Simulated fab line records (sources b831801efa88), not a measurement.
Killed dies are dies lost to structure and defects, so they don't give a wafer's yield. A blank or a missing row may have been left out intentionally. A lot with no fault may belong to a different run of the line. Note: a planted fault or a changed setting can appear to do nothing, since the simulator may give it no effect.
Struck lot and sound lot, side by side -- flow sky130 -- 15 out of 708 route steps
Sound: these wafers, L306.3, L306.5, L306.6. The struck wafers were L302.1, L302.3, L302.4. The cause comes at the end.
For every step that has rows: the tool of each side, followed by ch and its chambers, followed by its first start. Under that, the readings that differ: sound wafers -- struck wafers -- difference of the means -- sigmas: that difference in standard deviations of wafers without a fault.
alike: same words and numbers on both sides, and readings whose means sit less than 2 such deviations apart. not compared: any withheld reading, any reading some wafer has no value for, any bound like >300 that may hide the same value, and any number with overlapping values for which the record gives no deviation.
The two part at a step that has a row with sigmas, a row that says differs or no value, or rows on one side only. Numbers that don't overlap but have no deviation are shown without sigmas and don't part them. A reading missing from all wafers of one side parts the sides only when that side holds two or more wafers.

SKY_GATE_OXIDE_OVL_MEAS_10:
  sound on overlay-02, day 20 05:54; struck on overlay-02, day 18 08:13
  alike: GATE_OXIDE_OVL
then, 2 steps without rows for these wafers: SKY_GATE_OXIDE_IMPLANT_11; SKY_GATE_OXIDE_WET_ETCH_12 (etches SiO2 in dHF, target depth 16.8 nm, time 336 s).
SKY_GATE_OXIDE_STRIP_13: strips in O2/N2.
  sound on plasma-asher-04 ch 0,1, day 20 06:13; struck on plasma-asher-01 ch 0,1, day 18 08:31
reading,sound,struck,difference,sigmas
drypump-motor-current-A (A),6.1 6.0 6.1,4.8 4.8 5.3,-1.1,-2
  alike: oes-product-au, strip-time-to-endpoint-s
  not compared: rf-hours-counter-h
SKY_GATE_OXIDE_TW_MEAS_14:
  sound on film-metro-02, day 20 06:18; struck on film-metro-01, day 18 08:37
  alike: GATE_OXIDE_TW
then, 3 steps without rows for these wafers: SKY_GATE_OXIDE_CLEAN_15 (cleans in SC1/SC2, time 150 s); SKY_GATE_OXIDE_OXIDATION_16 (stabilise 600 s, purge 300 s, target thk 3.57 nm); SKY_POLY_GATE_CVD_00 (deposits poly-Si, target thk 180 nm, time 720 s).
SKY_POLY_GATE_THK_MEAS_01:
  sound on film-metro-02, day 20 09:41; struck on film-metro-02, day 18 11:27
  alike: POLY_GATE_CVD_00_THK
then, 3 steps without rows for these wafers: SKY_RES_PROTECT_DEHYDRATE_00 (time 60 s); SKY_RES_PROTECT_HMDS_01 (prime time 60 s); SKY_RES_PROTECT_COAT_02 (resist thk 1140 nm).
SKY_RES_PROTECT_SOFTBAKE_03: time 60 s.
  sound on litho-track-02 ch 0, day 20 23:59; struck on litho-track-04 ch 0, day 19 02:19
reading,sound,struck,difference,sigmas
heater-power-total-W (W),56.56 56.62 56.66,60.64 60.67 60.56,+4.01,+82
run-length-s (s),89.06 88.98 88.96,77.80 77.81 77.63,-11.25,-51
  alike: chill-plate-temp-C
then, 2 steps without rows for these wafers: SKY_RES_PROTECT_EXPOSE_04 (exposes mask RPM, target cd 1270 nm); SKY_PAD_OPEN_PROBE_99.

## WHERE THEY PART
First at SKY_GATE_OXIDE_STRIP_13; last, within this record, at SKY_RES_PROTECT_SOFTBAKE_03.

WHY: whatever the simulator had introduced
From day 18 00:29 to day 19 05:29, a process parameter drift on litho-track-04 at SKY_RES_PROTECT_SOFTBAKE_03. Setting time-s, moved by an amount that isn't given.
